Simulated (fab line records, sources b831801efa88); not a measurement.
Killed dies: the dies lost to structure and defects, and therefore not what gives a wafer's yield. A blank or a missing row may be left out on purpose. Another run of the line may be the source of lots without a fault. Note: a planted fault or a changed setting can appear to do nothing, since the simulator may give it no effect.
fab line records    flow sky130
[record] lots = 24  wafers = 72  last_day = 50
route steps=708 shown SD_P@330 LOCAL_INTERCONNECT@401 CONTACT@420 METAL2@484 VIA2@510 METAL3@534
lots untouched by any fault: they come from a run of this same line in which no faults occurred
start_h: start of the lot's first displayed wafer, in hours after the record's first day    wait_h: hours since the lot's step before    " as in the row above    L1.1+2: a row that stands for several wafers    - no value, or no start given    * or withheld: withheld    < > ~ a bound
route shown NAME@n: names a module that has steps shown in the file, with the first one's number in the route    usual: mean/standard deviation taken from wafers without a fault    same: alike in all rows    chamber/n: place in a boat    sites: the reading at each site    _std_site: their standard deviation    _edge_site: inner sites' mean taken away from outer sites' mean    radius_mm: how far each site lies from the wafer's centre    mask NAME#n: copy n    behind: the most recent tool/chamber to have shaped the wafer    hold: reason for holding the lot/hours on hold/outcome of the hold    device: the transistor (n, p or np) that didn't switch    end of line: the tests these same wafers got at the end of their route    a step given without rows: its recipe and nothing more    killed: dies that structure and defects cost at the first sort, which is not the same as the wafer's yield    map: the dies of a wafer, with x for killed, . for not killed, _ for no die there
set.NAME: the setting as run; set.NAME@STEP: as run at that earlier step    model.NAME: the simulator's own value behind a step, which no gauge read
steps of the route over a sample of lots; a table a step, a row a wafer
services: when a tool's chamber went out of use (start_h, in hours from the record's first day, below 0 if earlier), for how many hours, and the reason
[[steps]]
[step SKY_SD_P_STRIP_10]
[recipe] chemistry = O2/N2  power_w = 1400  pressure_mtorr = 1500  platen_temp_c = withheld  o2_flow_sccm = 3000  n2_flow_sccm = 300  overash_fraction = 0.5
[usual] chamber_pressure_mTorr = 1500.1/1.3  drypump_motor_current_A = 5.5/0.5  oes_product_au = 0.618/0.0046  strip_time_to_endpoint_s = 17.52/0.045
lot.wafer  tool             chamber  start_h  wait_h  chamber_pressure_mTorr  drypump_motor_current_A  oes_product_au  rf_hours_counter_h  strip_time_to_endpoint_s
L074.2     plasma_asher-03  0        584.10   0.1     1500.0                  5.5                      0.623           71                  17.56
L074.4     "                1        "        "       1499.3                  6.3                      0.617           -                   17.60
L074.5     "                0        "        "       1498.6                  5.5                      0.619           -                   17.60
L075.1     plasma_asher-04  0        595.60   0.1     1500.7                  5.6                      0.621           51                  17.46
L075.2     "                1        "        "       1499.7                  5.5                      0.619           51                  17.46
L075.4     "                0        "        "       1499.7                  5.6                      0.630           -                   17.49
L076.1     plasma_asher-03  0        599.95   0.1     1501.6                  5.5                      0.611           73                  17.53
L076.3     "                0        "        "       1498.9                  5.6                      0.606           -                   17.54
L076.6     "                0        "        "       1500.3                  5.5                      0.616           -                   17.56
L077.1     plasma_asher-04  1        610.20   0.1     1501.2                  5.5                      0.611           52                  17.46
L077.5     "                0        "        "       1502.2                  5.5                      0.613           -                   17.51
L077.6     "                1        "        "       1501.8                  5.5                      0.611           -                   17.50
L078.1     plasma_asher-03  1        618.73   0.1     1500.9                  6.4                      0.621           75                  17.48
L078.3     "                1        "        "       1500.7                  6.4                      0.618           -                   17.48
L078.6     "                1        "        "       1499.4                  6.4                      0.616           -                   17.46
L079.3     plasma_asher-03  0        622.21   0.1     1500.5                  5.5                      0.621           -                   17.58
L079.4     "                1        "        "       1500.8                  6.4                      0.618           -                   17.53
L079.6     "                0        "        "       1500.3                  5.5                      0.614           -                   17.54
L080.1     plasma_asher-02  1        637.25   0.1     1499.8                  5.0                      0.625           19                  17.55
L080.3     "                0        "        "       1499.2                  5.1                      0.625           -                   17.51
L080.4     "                1        "        "       1500.4                  5.0                      0.620           -                   17.53
L081.2     plasma_asher-03  0        649.90   0.1     1498.7                  5.6                      0.620           78                  17.53
L081.4     "                1        "        "       1500.5                  6.3                      0.620           -                   17.53
L081.6     "                1        "        "       1498.5                  6.3                      0.619           -                   17.55
L082.3     plasma_asher-03  1        653.18   0.1     1498.5                  6.4                      0.613           -                   17.40
L082.4     "                0        "        "       1501.3                  5.5                      0.628           -                   17.39
L082.6     "                0        "        "       1500.4                  5.5                      0.620           -                   17.43
L083.4     plasma_asher-03  1        672.16   0.1     1501.7                  6.4                      0.617           -                   17.48
L083.5     "                1        "        "       1500.6                  6.4                      0.619           -                   17.48
L083.6     "                0        "        "       1501.0                  5.5                      0.615           -                   17.44
L084.1     plasma_asher-04  1        680.75   0.1     1499.4                  5.5                      0.617           58                  17.54
L084.3     "                1        "        "       1502.0                  5.5                      0.613           -                   17.52
L084.6     "                1        "        "       1499.1                  5.5                      0.620           -                   17.58
L086.1     plasma_asher-02  0        688.03   0.1     1498.2                  5.1                      0.625           25                  17.52
L086.2     "                1        "        "       1501.8                  5.0                      0.616           25                  17.52
L086.4     "                1        "        "       1498.5                  5.0                      0.620           -                   17.55
L085.1     plasma_asher-02  0        688.85   0.1     1499.5                  5.1                      0.615           25                  17.58
L085.3     "                0        "        "       1499.3                  5.1                      0.616           -                   17.54
L085.6     "                0        "        "       1500.8                  5.1                      0.608           -                   17.54
L087.1     plasma_asher-02  1        697.10   0.1     1501.4                  5.0                      0.622           26                  17.53
L087.2     "                0        "        "       1500.6                  5.1                      0.610           26                  17.51
L087.3     "                0        "        "       1498.2                  5.1                      0.606           -                   17.53
L088.3     plasma_asher-02  1        701.01   0.1     1500.0                  5.0                      0.620           -                   17.57
L088.4     "                0        "        "       1498.4                  5.1                      0.614           -                   17.54
L088.5     "                0        "        "       1497.2                  5.1                      0.618           -                   17.58
L089.1     plasma_asher-03  1        719.55   0.1     1497.3                  6.4                      0.614           85                  17.55
L089.3     "                1        "        "       1498.2                  6.4                      0.616           -                   17.55
L089.5     "                1        "        "       1500.4                  6.4                      0.620           -                   17.53
L090.1     plasma_asher-03  0        725.85   0.1     1502.0                  5.5                      0.620           86                  17.54
L090.3     "                0        "        "       1498.9                  5.5                      0.621           -                   17.54
L090.6     "                1        "        "       1499.9                  6.4                      0.616           -                   17.59
L091.3     plasma_asher-02  0        734.46   0.1     1500.5                  5.1                      0.618           -                   17.53
L091.5     "                1        "        "       1501.4                  5.0                      0.614           -                   17.49
L091.6     "                0        "        "       1500.7                  5.1                      0.612           -                   17.48
L092.1     plasma_asher-02  0        735.60   0.1     1503.1                  5.1                      0.613           29                  17.54
L092.2     "                1        "        "       1501.7                  5.0                      0.623           29                  17.56
L092.5     "                1        "        "       1501.2                  5.0                      0.617           -                   17.54
L093.2     plasma_asher-03  1        740.13   0.1     1497.9                  6.4                      0.617           88                  17.52
L093.5     "                0        "        "       1500.8                  5.5                      0.619           -                   17.48
L093.6     "                1        "        "       1501.3                  6.4                      0.614           -                   17.48
L094.1     plasma_asher-04  0        747.73   0.1     1502.9                  5.5                      0.615           65                  17.54
L094.4     "                0        "        "       1501.4                  5.6                      0.612           -                   17.51
L094.6     "                0        "        "       1498.4                  5.6                      0.623           -                   17.55
L095.2     plasma_asher-03  1        755.88   0.1     1501.1                  6.3                      0.614           89                  17.47
L095.3     "                1        "        "       1500.8                  6.3                      0.617           -                   17.43
L095.6     "                1        "        "       1500.7                  6.3                      0.619           -                   17.46
L096.2     plasma_asher-02  1        763.70   0.1     1499.8                  5.0                      0.621           32                  17.49
L096.3     "                0        "        "       1500.1                  5.1                      0.613           -                   17.50
L096.6     "                0        "        "       1499.5                  5.1                      0.611           -                   17.53
L097.1     plasma_asher-02  1        767.28   0.1     1498.8                  5.0                      0.619           32                  17.57
L097.4     "                0        "        "       1498.9                  5.1                      0.624           -                   17.62
L097.6     "                1        "        "       1500.4                  5.0                      0.614           -                   17.57
[step SKY_LOCAL_INTERCONNECT_METAL_ETCH_14]
[recipe] target_depth_nm = 110  stop_on = PSG  chemistry = Cl2/BCl3  target = TiN  resist_sidewall_deg = 88  pressure_mtorr = 10  icp_w = 900  bias_w = 48.5  Cl2_flow_sccm = 60  bcl3_flow_sccm = 30  time_s = 31.4
[usual] bcl3_flow_sccm = 30.00/0.094  chamber_pressure_mTorr = 10.000/0.0084  drypump_motor_current_A = 5.7/0.37  oes_product_au = 0.940/0.0094  rf_fwd_power_W = 889.2/2.7  throttle_valve_pct = 21.900/0.011
lot.wafer  tool          chamber  start_h  wait_h  bcl3_flow_sccm  chamber_pressure_mTorr  drypump_motor_current_A  oes_product_au  rf_fwd_power_W  rf_hours_counter_h  throttle_valve_pct
L074.2     rie_metal-04  1        702.31   0.0     30.02           9.993                   5.4                      0.930           888.8           1                   21.895
L074.4     "             1        "        "       29.91           9.997                   5.4                      0.935           884.8           -                   21.896
L074.5     "             0        "        "       30.01           9.991                   5.7                      0.926           884.9           -                   21.901
L075.1     rie_metal-03  1        713.51   0.1     30.29           10.004                  6.2                      0.933           891.2           1                   21.911
L075.2     "             1        "        "       30.17           9.992                   6.2                      0.941           888.2           -                   21.899
L075.4     "             1        "        "       30.10           10.003                  6.2                      0.944           890.2           -                   21.893
L076.1     rie_metal-04  0        717.41   0.0     30.11           9.991                   5.7                      0.946           884.0           14                  21.889
L076.3     "             0        "        "       29.98           10.000                  5.7                      0.956           886.5           -                   21.889
L076.6     "             0        "        "       29.96           9.999                   5.7                      0.944           890.2           -                   21.898
L077.1     rie_metal-02  1        726.89   0.0     30.01           10.016                  5.1                      0.930           891.3           11                  21.902
L077.5     "             0        "        "       29.90           10.001                  6.3                      0.943           886.6           -                   21.899
L077.6     "             1        "        "       30.10           10.000                  5.1                      0.941           891.6           -                   21.902
L078.1     rie_metal-03  0        734.86   0.0     30.16           9.994                   5.8                      0.938           889.5           0                   21.917
L078.3     "             1        "        "       30.03           10.009                  6.2                      0.935           889.0           -                   21.898
L078.6     "             1        "        "       29.93           10.007                  6.2                      0.940           889.6           -                   21.905
L079.3     rie_metal-03  0        736.68   0.0     30.00           10.013                  5.8                      0.936           889.0           -                   21.895
L079.4     "             1        "        "       30.01           10.008                  6.2                      0.937           892.6           -                   21.918
L079.6     "             1        "        "       30.09           10.000                  6.2                      0.942           894.0           -                   21.910
L080.1     rie_metal-03  1        750.01   0.0     30.02           9.993                   6.2                      0.926           893.4           2                   21.925
L080.3     "             1        "        "       29.84           10.003                  6.2                      0.938           885.0           -                   21.893
L080.4     "             0        "        "       30.02           9.997                   5.7                      0.942           887.1           -                   21.893
L081.2     rie_metal-03  0        763.09   0.0     30.09           10.004                  5.7                      0.948           886.0           1                   21.904
L081.4     "             1        "        "       29.93           9.992                   6.2                      0.945           894.2           -                   21.902
L081.6     "             0        "        "       30.04           10.001                  5.7                      0.947           886.5           -                   21.892
L082.3     rie_metal-04  1        766.91   0.0     29.94           9.994                   5.4                      0.937           890.2           -                   21.896
L082.4     "             0        "        "       30.01           9.993                   5.7                      0.954           890.8           -                   21.900
L082.6     "             1        "        "       30.12           9.985                   5.4                      0.928           891.7           -                   21.912
L083.4     rie_metal-04  0        784.11   0.0     29.91           10.008                  5.7                      0.952           888.0           -                   21.904
L083.5     "             1        "        "       29.94           10.007                  5.4                      0.937           890.5           -                   21.898
L083.6     "             0        "        "       29.89           10.003                  5.7                      0.938           885.4           -                   21.907
L084.1     rie_metal-02  1        792.46   0.0     30.00           9.998                   5.1                      0.933           891.0           14                  21.895
L084.3     "             1        "        "       29.98           10.006                  5.1                      0.936           887.9           -                   21.890
L084.6     "             0        "        "       29.95           9.999                   6.2                      0.950           896.1           -                   21.891
L086.1     rie_metal-04  1        798.34   0.0     30.00           10.002                  5.4                      0.948           887.5           6                   21.916
L086.2     "             0        "        "       29.96           9.996                   5.7                      0.910           888.9           1                   21.899
L086.4     "             1        "        "       30.00           10.016                  5.4                      0.932           887.6           -                   21.902
L085.1     rie_metal-02  1        799.29   0.0     30.04           9.992                   5.1                      0.944           894.9           14                  21.882
L085.3     "             1        "        "       29.97           9.992                   5.1                      0.951           886.4           -                   21.898
L085.6     "             1        "        "       30.04           10.009                  5.1                      0.942           893.7           -                   21.912
L087.1     rie_metal-04  1        807.91   0.0     29.94           9.987                   5.3                      0.922           892.7           6                   21.913
L087.2     "             0        "        "       30.00           9.989                   5.7                      0.928           885.8           2                   21.913
L087.3     "             1        "        "       29.98           9.989                   5.4                      0.937           892.0           -                   21.911
L088.3     rie_metal-03  1        811.86   0.0     30.03           9.997                   6.2                      0.942           891.0           -                   21.891
L088.4     "             0        "        "       30.07           9.986                   5.8                      0.939           889.1           -                   21.902
L088.5     "             0        "        "       30.16           9.993                   5.8                      0.934           885.0           -                   21.911
L089.1     rie_metal-04  0        828.14   0.0     29.89           10.012                  5.7                      0.927           889.4           2                   21.912
L089.3     "             1        "        "       29.75           10.007                  5.4                      0.931           886.9           -                   21.895
L089.5     "             1        "        "       29.82           10.012                  5.3                      0.937           890.9           -                   21.909
L090.1     rie_metal-03  0        834.99   0.0     30.15           10.012                  5.8                      0.934           887.3           4                   21.910
L090.3     "             0        "        "       30.14           10.016                  5.7                      0.927           887.9           -                   21.898
L090.6     "             1        "        "       29.90           9.999                   6.2                      0.948           887.6           -                   21.914
L091.3     rie_metal-04  0        843.31   0.0     29.97           9.992                   5.7                      0.942           890.5           -                   21.911
L091.5     "             0        "        "       30.06           9.993                   5.7                      0.920           889.5           -                   21.904
L091.6     "             1        "        "       30.01           9.990                   5.3                      0.942           888.3           -                   21.891
L092.1     rie_metal-04  0        845.26   0.0     29.97           9.998                   5.7                      0.937           889.4           3                   21.904
L092.2     "             1        "        "       30.10           10.010                  5.3                      0.952           883.1           8                   21.888
L092.5     "             1        "        "       29.87           10.003                  5.3                      0.931           887.6           -                   21.905
L093.2     rie_metal-04  1        850.46   0.0     30.00           9.986                   5.4                      0.952           892.8           8                   21.892
L093.5     "             0        "        "       29.87           9.978                   5.7                      0.948           894.5           -                   21.903
L093.6     "             1        "        "       30.01           9.999                   5.4                      0.940           889.2           -                   21.880
L094.1     rie_metal-03  1        855.34   0.0     29.92           10.008                  6.2                      0.948           896.8           6                   21.904
L094.4     "             1        "        "       29.94           9.996                   6.2                      0.945           891.2           -                   21.900
L094.6     "             0        "        "       30.01           10.006                  5.8                      0.949           892.6           -                   21.916
L095.2     rie_metal-03  0        865.41   0.0     30.10           9.998                   5.7                      0.944           887.6           5                   21.900
L095.3     "             0        "        "       30.12           9.999                   5.7                      0.941           888.7           -                   21.910
L095.6     "             0        "        "       30.02           10.002                  5.7                      0.935           889.1           -                   21.905
L096.2     rie_metal-02  1        872.09   0.0     29.86           9.992                   5.1                      0.917           891.6           17                  21.921
L096.3     "             1        "        "       29.77           10.006                  5.1                      0.925           890.9           -                   21.914
L096.6     "             1        "        "       29.91           9.997                   5.1                      0.922           889.3           -                   21.907
L097.1     rie_metal-02  0        875.96   0.0     30.01           10.000                  6.2                      0.957           888.7           8                   21.888
L097.4     "             1        "        "       29.89           9.989                   5.1                      0.946           887.2           -                   21.883
L097.6     "             1        "        "       29.94           10.002                  5.1                      0.949           889.0           -                   21.898
[step SKY_CONTACT_CD_MEAS_14]
[recipe] target_cd_nm = 170
[usual] cd_nm = 171.1/1.3
lot.wafer  tool       chamber  start_h  wait_h  cd_nm
L074.2     cd_sem-02  -        730.76   -       170.4
L074.4     "          -        "        "       170.9
L074.5     "          -        "        "       170.5
L075.1     cd_sem-01  -        740.77   -       171.9
L075.2     "          -        "        "       172.1
L075.4     "          -        "        "       173.2
L076.1     cd_sem-02  -        745.34   -       171.1
L076.3     "          -        "        "       172.5
L076.6     "          -        "        "       172.5
L077.1     cd_sem-02  -        755.04   -       167.9
L077.5     "          -        "        "       170.6
L077.6     "          -        "        "       170.1
L078.1     cd_sem-02  -        763.22   -       171.1
L078.3     "          -        "        "       170.9
L078.6     "          -        "        "       171.5
L079.3     cd_sem-02  -        765.03   -       172.0
L079.4     "          -        "        "       173.5
L079.6     "          -        "        "       173.4
L080.1     cd_sem-02  -        778.17   -       172.1
L080.3     "          -        "        "       171.6
L080.4     "          -        "        "       172.5
L081.2     cd_sem-01  -        791.61   -       170.3
L081.4     "          -        "        "       171.2
L081.6     "          -        "        "       169.9
L082.3     cd_sem-01  -        794.86   -       169.3
L082.4     "          -        "        "       170.7
L082.6     "          -        "        "       170.7
L083.4     cd_sem-02  -        811.95   -       173.2
L083.5     "          -        "        "       173.8
L083.6     "          -        "        "       172.6
L084.1     cd_sem-01  -        820.99   -       170.5
L084.3     "          -        "        "       170.9
L084.6     "          -        "        "       170.8
L086.1     cd_sem-02  -        825.69   -       171.2
L086.2     "          -        "        "       171.5
L086.4     "          -        "        "       171.6
L085.1     cd_sem-02  -        826.97   -       172.0
L085.3     "          -        "        "       172.1
L085.6     "          -        "        "       170.8
L087.1     cd_sem-02  -        835.12   -       170.3
L087.2     "          -        "        "       170.2
L087.3     "          -        "        "       169.3
L088.3     cd_sem-01  -        838.93   -       172.3
L088.4     "          -        "        "       171.4
L088.5     "          -        "        "       172.7
L089.1     cd_sem-02  -        855.99   -       173.1
L089.3     "          -        "        "       171.9
L089.5     "          -        "        "       171.7
L090.1     cd_sem-02  -        861.64   -       169.1
L090.3     "          -        "        "       170.1
L090.6     "          -        "        "       169.5
L091.3     cd_sem-01  -        870.46   -       171.2
L091.5     "          -        "        "       171.2
L091.6     "          -        "        "       171.7
L092.1     cd_sem-02  -        872.44   -       168.9
L092.2     "          -        "        "       168.9
L092.5     "          -        "        "       168.0
L093.2     cd_sem-02  -        877.56   -       171.0
L093.5     "          -        "        "       171.6
L093.6     "          -        "        "       170.0
L094.1     cd_sem-02  -        882.52   -       170.6
L094.4     "          -        "        "       172.6
L094.6     "          -        "        "       171.4
L095.2     cd_sem-01  -        892.49   -       169.8
L095.3     "          -        "        "       169.3
L095.6     "          -        "        "       170.6
L096.2     cd_sem-02  -        898.84   -       172.7
L096.3     "          -        "        "       172.8
L096.6     "          -        "        "       172.4
L097.1     cd_sem-01  -        902.14   -       171.0
L097.4     "          -        "        "       171.7
L097.6     "          -        "        "       170.4
[step SKY_METAL2_SPUTTER_01]
[recipe] material = TiN  target_thk_nm = 20  power_w = 6500  time_s = 16.7  chamber_pressure_pa = 0.4
[usual] throttle_valve_pct = 30.0/1.4
lot.wafer  tool            chamber  start_h  wait_h  throttle_valve_pct
L074.2     pvd_sputter-04  -        789.94   0.0     30.4
L074.4     "               -        "        "       32.0
L074.5     "               -        "        "       28.7
L075.1     pvd_sputter-03  -        799.45   0.0     31.3
L075.2     "               -        "        "       27.1
L075.4     "               -        "        "       30.8
L076.1     pvd_sputter-01  -        802.04   0.0     30.0
L076.3     "               -        "        "       29.1
L076.6     "               -        "        "       30.1
L077.1     pvd_sputter-04  -        813.78   0.0     28.8
L077.5     "               -        "        "       28.9
L077.6     "               -        "        "       30.0
L078.1     pvd_sputter-03  -        820.96   0.0     29.3
L078.3     "               -        "        "       27.5
L078.6     "               -        "        "       27.2
L079.3     pvd_sputter-04  -        823.16   0.0     32.0
L079.4     "               -        "        "       30.1
L079.6     "               -        "        "       30.8
L080.1     pvd_sputter-03  -        834.23   0.0     31.7
L080.3     "               -        "        "       31.0
L080.4     "               -        "        "       27.2
L081.2     pvd_sputter-03  -        848.66   0.0     31.1
L081.4     "               -        "        "       31.3
L081.6     "               -        "        "       31.5
L082.3     pvd_sputter-04  -        853.07   0.0     29.8
L082.4     "               -        "        "       32.2
L082.6     "               -        "        "       32.3
L083.4     pvd_sputter-03  -        868.73   0.0     31.2
L083.5     "               -        "        "       27.5
L083.6     "               -        "        "       31.0
L084.1     pvd_sputter-01  -        877.43   0.0     29.2
L084.3     "               -        "        "       30.9
L084.6     "               -        "        "       30.7
L086.1     pvd_sputter-04  -        882.44   0.0     30.5
L086.2     "               -        "        "       30.4
L086.4     "               -        "        "       32.4
L085.1     pvd_sputter-01  -        883.88   0.0     29.1
L085.3     "               -        "        "       29.6
L085.6     "               -        "        "       29.0
L087.1     pvd_sputter-03  -        890.99   0.0     31.4
L087.2     "               -        "        "       27.4
L087.3     "               -        "        "       29.1
L088.3     pvd_sputter-01  -        895.50   0.0     30.8
L088.4     "               -        "        "       30.2
L088.5     "               -        "        "       30.2
L089.1     pvd_sputter-04  -        911.29   0.0     30.3
L089.3     "               -        "        "       28.8
L089.5     "               -        "        "       28.7
L090.1     pvd_sputter-01  -        917.33   0.0     30.1
L090.3     "               -        "        "       29.9
L090.6     "               -        "        "       30.7
L091.3     pvd_sputter-03  -        925.23   0.0     31.5
L091.5     "               -        "        "       29.2
L091.6     "               -        "        "       31.5
L092.1     pvd_sputter-03  -        928.63   0.0     31.5
L092.2     "               -        "        "       30.8
L092.5     "               -        "        "       31.1
L093.2     pvd_sputter-01  -        937.49   0.0     29.0
L093.5     "               -        "        "       30.4
L093.6     "               -        "        "       30.7
L094.1     pvd_sputter-04  -        939.59   0.0     28.5
L094.4     "               -        "        "       30.4
L094.6     "               -        "        "       32.4
L095.2     pvd_sputter-04  -        945.87   0.0     32.0
L095.3     "               -        "        "       28.6
L095.6     "               -        "        "       30.5
L096.2     pvd_sputter-03  -        951.46   0.0     31.0
L096.3     "               -        "        "       27.5
L096.6     "               -        "        "       27.4
L097.1     pvd_sputter-03  -        961.13   0.0     31.0
L097.4     "               -        "        "       29.0
L097.6     "               -        "        "       31.5
[step SKY_VIA2_BOW_MEAS_03]
[recipe] mode = bow
[usual] VIA2_BOW = 85/6.9
lot.wafer  tool           chamber  start_h  wait_h  VIA2_BOW[um]
L074.2     film_metro-02  -        817.31   0.2     86
L074.4     "              -        "        "       92
L074.5     "              -        "        "       82
L075.1     film_metro-01  -        826.76   0.2     83
L075.2     "              -        "        "       72
L075.4     "              -        "        "       85
L076.1     film_metro-04  -        829.70   0.2     88
L076.3     "              -        "        "       96
L076.6     "              -        "        "       91
L077.1     film_metro-02  -        841.31   0.1     83
L077.5     "              -        "        "       89
L077.6     "              -        "        "       86
L078.1     film_metro-01  -        848.60   0.2     86
L078.3     "              -        "        "       84
L078.6     "              -        "        "       89
L079.3     film_metro-04  -        850.59   0.1     94
L079.4     "              -        "        "       92
L079.6     "              -        "        "       76
L080.1     film_metro-02  -        861.58   0.1     89
L080.3     "              -        "        "       82
L080.4     "              -        "        "       81
L081.2     film_metro-01  -        875.98   0.2     91
L081.4     "              -        "        "       79
L081.6     "              -        "        "       89
L082.3     film_metro-04  -        880.51   0.2     82
L082.4     "              -        "        "       83
L082.6     "              -        "        "       93
L083.4     film_metro-02  -        896.31   0.3     90
L083.5     "              -        "        "       84
L083.6     "              -        "        "       76
L084.1     film_metro-01  -        904.66   0.1     94
L084.3     "              -        "        "       98
L084.6     "              -        "        "       89
L086.1     film_metro-01  -        909.84   0.1     77
L086.2     "              -        "        "       85
L086.4     "              -        "        "       89
L085.1     film_metro-02  -        910.89   0.2     89
L085.3     "              -        "        "       87
L085.6     "              -        "        "       89
L087.1     film_metro-01  -        917.52   0.2     87
L087.2     "              -        "        "       88
L087.3     "              -        "        "       90
L088.3     film_metro-04  -        922.54   0.2     96
L088.4     "              -        "        "       84
L088.5     "              -        "        "       83
L089.1     film_metro-04  -        940.17   0.2     88
L089.3     "              -        "        "       86
L089.5     "              -        "        "       74
L090.1     film_metro-02  -        943.16   0.1     72
L090.3     "              -        "        "       92
L090.6     "              -        "        "       77
L091.3     film_metro-01  -        949.75   0.1     85
L091.5     "              -        "        "       87
L091.6     "              -        "        "       78
L092.1     film_metro-01  -        954.02   0.2     87
L092.2     "              -        "        "       73
L092.5     "              -        "        "       80
L093.2     film_metro-01  -        963.03   0.3     84
L093.5     "              -        "        "       88
L093.6     "              -        "        "       90
L094.1     film_metro-02  -        964.66   0.2     69
L094.4     "              -        "        "       84
L094.6     "              -        "        "       89
L095.2     film_metro-02  -        972.02   0.2     85
L095.3     "              -        "        "       92
L095.6     "              -        "        "       76
L096.2     film_metro-02  -        976.82   0.2     83
L096.3     "              -        "        "       84
L096.6     "              -        "        "       71
L097.1     film_metro-04  -        986.99   0.1     94
L097.4     "              -        "        "       95
L097.6     "              -        "        "       77
[step SKY_METAL3_SPUTTER_02]
[recipe] material = AlCu  target_thk_nm = 735  power_w = 10600  time_s = 39.1  chamber_pressure_pa = 0.4
[usual] throttle_valve_pct = 29.9/1.1
lot.wafer  tool            chamber  start_h  wait_h  throttle_valve_pct
L074.2     pvd_sputter-01  -        844.30   0.0     29.1
L074.4     "               -        "        "       30.0
L074.5     "               -        "        "       29.1
L075.1     pvd_sputter-01  -        854.60   0.0     30.9
L075.2     "               -        "        "       30.0
L075.4     "               -        "        "       30.0
L076.1     pvd_sputter-01  -        857.29   0.0     30.0
L076.3     "               -        "        "       30.6
L076.6     "               -        "        "       30.3
L077.1     pvd_sputter-01  -        868.76   0.0     29.1
L077.5     "               -        "        "       30.0
L077.6     "               -        "        "       30.9
L078.1     pvd_sputter-03  -        875.68   0.0     31.3
L078.3     "               -        "        "       30.9
L078.6     "               -        "        "       31.0
L079.3     pvd_sputter-01  -        878.52   0.0     30.8
L079.4     "               -        "        "       30.1
L079.6     "               -        "        "       30.7
L080.1     pvd_sputter-01  -        889.55   0.0     30.3
L080.3     "               -        "        "       29.1
L080.4     "               -        "        "       30.7
L081.2     pvd_sputter-01  -        903.07   0.0     29.1
L081.4     "               -        "        "       30.0
L081.6     "               -        "        "       30.6
L082.3     pvd_sputter-03  -        907.54   0.0     27.4
L082.4     "               -        "        "       31.1
L082.6     "               -        "        "       31.0
L083.4     pvd_sputter-01  -        923.78   0.0     30.9
L083.5     "               -        "        "       30.6
L083.6     "               -        "        "       30.2
L084.1     pvd_sputter-03  -        936.32   0.0     31.6
L084.3     "               -        "        "       27.6
L084.6     "               -        "        "       31.0
L086.1     pvd_sputter-01  -        938.42   0.0     30.6
L086.2     "               -        "        "       30.1
L086.4     "               -        "        "       29.0
L085.1     pvd_sputter-03  -        939.92   0.0     27.3
L085.3     "               -        "        "       31.2
L085.6     "               -        "        "       27.2
L087.1     pvd_sputter-03  -        943.52   0.0     29.3
L087.2     "               -        "        "       31.7
L087.3     "               -        "        "       27.5
L088.3     pvd_sputter-02  -        946.92   0.0     28.5
L088.4     "               -        "        "       30.7
L088.5     "               -        "        "       30.8
L089.1     pvd_sputter-01  -        965.71   0.0     30.9
L089.3     "               -        "        "       30.4
L089.5     "               -        "        "       29.2
L090.1     pvd_sputter-03  -        969.00   0.0     27.2
L090.3     "               -        "        "       29.2
L090.6     "               -        "        "       27.3
L091.3     pvd_sputter-03  -        975.17   0.0     27.5
L091.5     "               -        "        "       31.3
L091.6     "               -        "        "       27.5
L092.1     pvd_sputter-01  -        979.73   0.0     30.8
L092.2     "               -        "        "       29.9
L092.5     "               -        "        "       30.2
L093.2     pvd_sputter-01  -        988.54   0.0     31.0
L093.5     "               -        "        "       29.7
L093.6     "               -        "        "       30.2
L094.1     pvd_sputter-02  -        989.81   0.0     29.1
L094.4     "               -        "        "       29.3
L094.6     "               -        "        "       29.0
L095.2     pvd_sputter-01  -        997.20   0.0     30.2
L095.3     "               -        "        "       30.0
L095.6     "               -        "        "       29.2
L096.2     pvd_sputter-02  -        1001.49  0.0     28.7
L096.3     "               -        "        "       29.2
L096.6     "               -        "        "       30.7
L097.1     pvd_sputter-03  -        1012.30  0.0     29.4
L097.4     "               -        "        "       31.0
L097.6     "               -        "        "       30.7
[[services]]
tool             chamber  start_h  hours  kind
plasma_asher-03  -        565.38   2.7    repair
plasma_asher-02  -        569.71   14.6   pm
pvd_sputter-01   -        581.22   2.7    repair
plasma_asher-02  -        590.06   3.1    repair
rie_metal-03     1        597.88   5.4    repair
rie_metal-04     0        621.46   7.4    repair
plasma_asher-02  -        714.97   9.4    repair
rie_metal-04     0        720.16   4.0    repair
pvd_sputter-03   -        731.19   6.5    repair
pvd_sputter-01   -        738.92   1.5    repair
rie_metal-04     -        739.62   0.6    repair
rie_metal-03     -        754.76   1.4    pm
rie_metal-04     -        766.07   0.2    repair
pvd_sputter-03   -        804.69   3.0    repair
pvd_sputter-01   -        814.77   6.9    repair
pvd_sputter-03   -        821.93   4.1    repair
pvd_sputter-01   -        829.66   9.3    repair
pvd_sputter-01   -        832.32   0.5    repair
pvd_sputter-01   -        844.80   1.7    repair
rie_metal-03     -        851.44   1.8    repair
plasma_asher-03  -        851.58   0.6    repair
pvd_sputter-01   -        906.17   2.1    repair
pvd_sputter-01   -        943.68   4.6    repair
pvd_sputter-03   -        986.14   23.3   repair
[[key]]
fault none
